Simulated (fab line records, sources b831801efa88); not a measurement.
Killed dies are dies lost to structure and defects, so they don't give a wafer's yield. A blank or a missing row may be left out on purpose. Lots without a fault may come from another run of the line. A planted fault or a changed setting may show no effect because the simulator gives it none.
Chamber matching | flow gf180mcu | GF_V2_ETCH_16 on rie_diel-04: 4 sister chambers
The step etches BARC in N2/H2. 8 wafers are shown with their chamber, then 9 later ones without.

WAFERS WITH THEIR CHAMBER
wafer  | chamber | drypump_motor_current_A (A) | oes_product_au (a.u.)
L077.5 | 1       | 5.8                         | 0.851
L082.1 | 3       | 6.1                         | 0.859
L086.2 | 3       | 6.1                         | 0.857
L088.3 | 2       | 5.3                         | 0.850
L088.5 | 0       | 5.5                         | 0.854
L089.1 | 1       | 5.7                         | 0.856
L089.4 | 2       | 5.2                         | 0.854
L089.5 | 0       | 5.5                         | 0.858

WAFERS WITHOUT THEIR CHAMBER
wafer  | drypump_motor_current_A (A) | oes_product_au (a.u.)
L092.1 | 5.2                         | 0.848
L092.3 | 6.1                         | 0.849
L092.5 | 6.1                         | 0.860
L094.1 | 5.5                         | 0.852
L094.4 | 5.2                         | 0.861
L094.5 | 5.5                         | 0.860
L095.1 | 5.5                         | 0.850
L095.2 | 5.2                         | 0.857
L095.6 | 5.5                         | 0.851

WHICH CHAMBER EACH WENT THROUGH
wafer  | from the rows above | in truth
L092.1 | 2                   | 2
L092.3 | 3                   | 3
L092.5 | 3                   | 3
L094.1 | 0                   | 0
L094.4 | 2                   | 2
L094.5 | 0                   | 0
L095.1 | 0                   | 0
L095.2 | 2                   | 2
L095.6 | 0                   | 0
Placed correctly: 9 of 9. Can't be placed from these rows: 0. Placed wrongly: 0.
How it was worked out, from the rows above alone: a wafer's distance from a chamber is the root of the sum, over the readings, of the square of ((its reading less the chamber's mean) divided by the reading's scatter). The wafer belongs to the nearest chamber; if the next one is less than 2 further off, it can't be placed. A chamber's mean is the mean of its shown wafers. The scatter: the root of (the sum of the squares of (reading less its chamber's mean) over the shown wafers, divided by (wafers less chambers)).
